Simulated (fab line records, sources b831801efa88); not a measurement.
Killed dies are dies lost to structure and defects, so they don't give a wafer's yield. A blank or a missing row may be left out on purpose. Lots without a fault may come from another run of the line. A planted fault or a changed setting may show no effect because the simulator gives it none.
A struck lot beside a sound one | flow gf180mcu | 15 steps out of a route of 602
Sound: wafers L627.1, L627.3, L627.5. Struck: wafers L619.1, L619.4, L619.6. The cause comes at the end.
At each step with rows: each side's tool, then ch and its chambers, then its first start. Under that, the readings that differ: sound wafers | struck wafers | difference of the means | sigmas: that difference in standard deviations of wafers without a fault.
alike: readings whose means differ by less than 2 such deviations, and words and numbers that are the same on both sides. not compared: withheld readings, readings that some wafer has no value for, bounds like >300 that may hide the same value, and numbers for which the record gives no deviation and whose values overlap.
The two part at a step that has a row with sigmas, a row that says differs or no value, or rows on one side only. Numbers that don't overlap but have no deviation are shown without sigmas and don't part them. A reading that every wafer of one side lacks parts them only if that side has two wafers or more.

GF_NSD_STRIP_11: strips in O2/N2.
  sound on plasma_asher-02 ch 0, day 20 21:39; struck on plasma_asher-03 ch 0,1, day 17 18:56
  reading                      | sound             | struck            | difference | sigmas
  strip_time_to_endpoint_s (s) | 22.93 22.91 22.92 | 22.97 22.99 23.03 | +0.08      | +2
  alike: chamber_pressure_mTorr, drypump_motor_current_A, heater_power_w, oes_product_au
  not compared: rf_hours_counter_h
GF_NSD_TW_MEAS_12:
  sound on film_metro-03, day 20 21:45; struck on film_metro-02, day 17 19:02
  alike: NSD_TW
then, 7 steps without rows for these wafers: GF_PSD_DEHYDRATE_00 (time 60 s); GF_PSD_HMDS_01 (prime time 60 s); GF_PSD_COAT_02 (resist thk 1000 nm); GF_PSD_SOFTBAKE_03 (time 60 s); GF_PSD_EXPOSE_04 (exposes mask Pplus, target cd 400 nm); GF_PSD_PEB_05; GF_PSD_DEVELOP_06 (develop time 60 s).
GF_PSD_CD_MEAS_07: target cd 400 nm.
  sound on cd_sem-02, day 21 21:28; struck on cd_sem-01, day 18 19:03
  alike: cd_nm
GF_PSD_OVL_MEAS_08:
  sound on overlay-02, day 21 21:35; struck on overlay-02, day 18 19:10
  alike: PSD_OVL
then, 1 step without rows for these wafers: GF_PSD_IMPLANT_09.
GF_PSD_STRIP_10: strips in O2/N2.
  sound on plasma_asher-01 ch 0,1, day 21 21:47; struck on plasma_asher-02 ch 0,1, day 18 19:22
  no value came back on the struck wafers for any of 5 readings (chamber_pressure_mTorr (mTorr), drypump_motor_current_A (A) and others); on the sound wafers chamber_pressure_mTorr (mTorr) reads 1499.0 1499.7 1499.1
  reading                                  | sound | struck          | difference | sigmas
  model.NOVOLAK_of_PSD_COAT_02.thk_nm (nm) | 0 0 0 | 1001 1002 999.5 | +1001      |
  not compared: rf_hours_counter_h
GF_PSD_TW_MEAS_11:
  sound on film_metro-01, day 21 21:53; struck on film_metro-02, day 18 19:28
  reading | sound          | struck         | difference | sigmas
  PSD_TW  | 3136 3139 3119 | 3229 3232 3248 | +105       | +3
-- the record jumps here: 14 days lie between the struck wafers' starts before and after (it left off in module PSD and takes up again in module PASSIVATION, whose first step shown is number 602 of the route) --
GF_PASSIVATION_PROBE_99:
  the record has rows for the struck wafers here (prober-02, day 32 18:07) and none for the sound ones

WHERE THEY PART
First at GF_NSD_STRIP_11; last, within this record, at GF_PASSIVATION_PROBE_99.

WHY: what the simulator had put in
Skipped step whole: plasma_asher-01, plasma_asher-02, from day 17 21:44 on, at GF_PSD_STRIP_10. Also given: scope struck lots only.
